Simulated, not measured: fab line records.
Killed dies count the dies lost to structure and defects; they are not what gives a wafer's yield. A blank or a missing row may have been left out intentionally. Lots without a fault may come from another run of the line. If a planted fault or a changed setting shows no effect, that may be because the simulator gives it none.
Matching of chambers / flow sky130 / SKY_CONTACT_CMP_27 on cmp-01: 4 sister chambers
The step polishes, stops on SiO2, t overpolish 15 s, target thk 0 nm. 16 wafers are shown with their chamber, then 8 later ones without.

== EACH WAFER AND ITS CHAMBER ==
wafer=L604.3; chamber=0; motor-current-A (A)=8.7; time-to-endpoint-s (s)=77; retaining-ring-pressure-frac=1.003
wafer=L604.4; chamber=2; motor-current-A (A)=11.8; time-to-endpoint-s (s)=76; retaining-ring-pressure-frac=1.002
wafer=L604.6; chamber=0; motor-current-A (A)=8.6; time-to-endpoint-s (s)=79; retaining-ring-pressure-frac=1.002
wafer=L606.2; chamber=1; motor-current-A (A)=9.2; time-to-endpoint-s (s)=85; retaining-ring-pressure-frac=0.999
wafer=L606.4; chamber=0; motor-current-A (A)=9.1; time-to-endpoint-s (s)=79; retaining-ring-pressure-frac=1.009
wafer=L606.5; chamber=2; motor-current-A (A)=11.6; time-to-endpoint-s (s)=84; retaining-ring-pressure-frac=0.994
wafer=L609.2; chamber=2; motor-current-A (A)=11.7; time-to-endpoint-s (s)=82; retaining-ring-pressure-frac=0.998
wafer=L609.5; chamber=3; motor-current-A (A)=11.4; time-to-endpoint-s (s)=85; retaining-ring-pressure-frac=1.006
wafer=L609.6; chamber=0; motor-current-A (A)=9.3; time-to-endpoint-s (s)=78; retaining-ring-pressure-frac=1.003
wafer=L610.2; chamber=1; motor-current-A (A)=9.0; time-to-endpoint-s (s)=84; retaining-ring-pressure-frac=1.005
wafer=L610.4; chamber=2; motor-current-A (A)=11.8; time-to-endpoint-s (s)=78; retaining-ring-pressure-frac=1.004
wafer=L610.6; chamber=3; motor-current-A (A)=11.5; time-to-endpoint-s (s)=81; retaining-ring-pressure-frac=1.005
wafer=L611.3; chamber=1; motor-current-A (A)=9.2; time-to-endpoint-s (s)=82; retaining-ring-pressure-frac=1.009
wafer=L611.5; chamber=3; motor-current-A (A)=10.9; time-to-endpoint-s (s)=83; retaining-ring-pressure-frac=0.998
wafer=L611.6; chamber=0; motor-current-A (A)=8.8; time-to-endpoint-s (s)=79; retaining-ring-pressure-frac=1.005
wafer=L619.1; chamber=2; motor-current-A (A)=11.4; time-to-endpoint-s (s)=81; retaining-ring-pressure-frac=0.994

SIGNATURES (averages over the wafers above)
reading=motor-current-A; chamber 0=8.900; chamber 1=9.133; chamber 2=11.660; chamber 3=11.267; scatter within a chamber=0.239
reading=time-to-endpoint-s; chamber 0=78.40; chamber 1=83.67; chamber 2=80.20; chamber 3=83.00; scatter within a chamber=2.17
reading=retaining-ring-pressure-frac; chamber 0=1.00440; chamber 1=1.00433; chamber 2=0.99840; chamber 3=1.00300; scatter within a chamber=0.00411
Rule: for a wafer and a chamber, the distance is found by dividing, reading by reading, the gap between the wafer's reading and the chamber's mean by the reading's scatter, squaring, summing and taking the root. If the next closest chamber is less than 2 further off than the closest, the wafer can't be placed; otherwise it belongs to the closest. The scatter is the square root of a quotient: the sum, over the shown wafers, of each reading's squared deviation from its chamber's mean, divided by wafers minus chambers.

== WAFERS WITHOUT THEIR CHAMBER ==
wafer=L619.3; motor-current-A (A)=11.2; time-to-endpoint-s (s)=79; retaining-ring-pressure-frac=1.001
wafer=L619.5; motor-current-A (A)=9.1; time-to-endpoint-s (s)=79; retaining-ring-pressure-frac=0.995
wafer=L620.1; motor-current-A (A)=8.4; time-to-endpoint-s (s)=80; retaining-ring-pressure-frac=1.010
wafer=L620.2; motor-current-A (A)=11.6; time-to-endpoint-s (s)=81; retaining-ring-pressure-frac=1.000
wafer=L620.6; motor-current-A (A)=9.3; time-to-endpoint-s (s)=78; retaining-ring-pressure-frac=0.996
wafer=L626.1; motor-current-A (A)=9.2; time-to-endpoint-s (s)=80; retaining-ring-pressure-frac=1.001
wafer=L626.5; motor-current-A (A)=12.0; time-to-endpoint-s (s)=84; retaining-ring-pressure-frac=0.999
wafer=L626.6; motor-current-A (A)=11.4; time-to-endpoint-s (s)=82; retaining-ring-pressure-frac=0.998

== WHICH CHAMBER EACH ONE RAN IN ==
wafer=L619.3; from the rows above=can't be placed: 3 or 2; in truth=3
wafer=L619.5; from the rows above=can't be placed: 0 or 1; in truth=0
wafer=L620.1; from the rows above=can't be placed: 0 or 1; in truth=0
wafer=L620.2; from the rows above=can't be placed: 2 or 3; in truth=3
wafer=L620.6; from the rows above=can't be placed: 0 or 1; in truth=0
wafer=L626.1; from the rows above=can't be placed: 0 or 1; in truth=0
wafer=L626.5; from the rows above=can't be placed: 2 or 3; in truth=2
wafer=L626.6; from the rows above=can't be placed: 2 or 3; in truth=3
Placed correctly: 0 of 8. From these rows, 8 cannot be placed; in 8 the true chamber is one of the candidates. 0 placed wrongly.
